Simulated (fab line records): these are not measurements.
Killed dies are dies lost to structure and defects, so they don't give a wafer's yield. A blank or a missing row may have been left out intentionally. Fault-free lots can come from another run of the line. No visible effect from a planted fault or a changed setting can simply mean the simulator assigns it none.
Split-lot study | flow sky130 | 23 wafers read from 5 lots, route of 708 steps

== ABOUT THE SPLIT ==
At SKY_VIA1_SPUTTER_20 (material TiN, target thk 20 nm, time 80 s), the setting chamber_pressure_pa was moved away from the recipe's 5 Pa on 10 of the 23 wafers read, by -13.4% to -10.0%. For the rest of the wafers, this setting stayed at what the recipe calls for.

Reading taken at the split's own step.

== THE READING ==
TiN_of_VIA1_SPUTTER_20.thk_nm (the simulator's own value, which no gauge read), in nm, at SKY_VIA1_SPUTTER_20 (material TiN, target thk 20 nm, time 80 s). The file gives no usual value for it. Across the 13 wafers here that went through the recipe, the average is 20.12 nm and the standard deviation 0.11 nm.

wafer  | tool, chamber at the split | chamber_pressure_pa as run, Pa | against the recipe | TiN_of_VIA1_SPUTTER_20.thk_nm, nm | against lot-mates on the recipe
L074.1 | pvd_sputter-02, -          | 5                              | recipe             | 20.05                             | -
L074.2 | pvd_sputter-02, -          | 5                              | recipe             | 20.07                             | -
L074.4 | pvd_sputter-02, -          | 5                              | recipe             | 20.23                             | -
L074.5 | pvd_sputter-02, -          | 5                              | recipe             | 20.21                             | -
L074.6 | pvd_sputter-02, -          | 5                              | recipe             | 20.22                             | -
L076.1 | pvd_sputter-01, -          | 4.328                          | -13.4%             | 22.96                             | no lot-mate on the recipe
L076.2 | pvd_sputter-01, -          | 4.328                          | -13.4%             | 22.92                             | no lot-mate on the recipe
L076.4 | pvd_sputter-01, -          | 4.328                          | -13.4%             | 22.92                             | no lot-mate on the recipe
L076.3 | pvd_sputter-01, -          | 4.328                          | -13.4%             | 22.94                             | no lot-mate on the recipe
L076.5 | pvd_sputter-01, -          | 4.328                          | -13.4%             | 22.91                             | no lot-mate on the recipe
L083.1 | pvd_sputter-01, -          | 5                              | recipe             | 20.04                             | -
L083.2 | pvd_sputter-01, -          | 5                              | recipe             | 20.22                             | -
L083.3 | pvd_sputter-01, -          | 5                              | recipe             | 20.26                             | -
L083.4 | pvd_sputter-01, -          | 5                              | recipe             | 20.09                             | -
L083.6 | pvd_sputter-01, -          | 5                              | recipe             | 20.06                             | -
L080.1 | pvd_sputter-02, -          | 5                              | recipe             | 20.26                             | -
L080.2 | pvd_sputter-02, -          | 5                              | recipe             | 20.05                             | -
L080.3 | pvd_sputter-02, -          | 5                              | recipe             | 19.86                             | -
L085.1 | pvd_sputter-03, -          | 4.502                          | -10.0%             | 21.8                              | no lot-mate on the recipe
L085.2 | pvd_sputter-03, -          | 4.502                          | -10.0%             | 21.82                             | no lot-mate on the recipe
L085.3 | pvd_sputter-03, -          | 4.502                          | -10.0%             | 21.86                             | no lot-mate on the recipe
L085.4 | pvd_sputter-03, -          | 4.502                          | -10.0%             | 22.01                             | no lot-mate on the recipe
L085.5 | pvd_sputter-03, -          | 4.502                          | -10.0%             | 21.96                             | no lot-mate on the recipe

FIT RESULTS
A straight line over all 23 wafers: TiN_of_VIA1_SPUTTER_20.thk_nm changes by -0.199 nm for each +1% of chamber_pressure_pa; r = -0.99; the points scatter about the line by 0.16 nm.
Too few moved wafers have a lot-mate on the recipe to fit a line with each lot's own level taken away.

== FILE'S OWN FIT ==
TiN_of_VIA1_SPUTTER_20.thk_nm changes by -0.199 nm for each +1% of chamber_pressure_pa, r = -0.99.
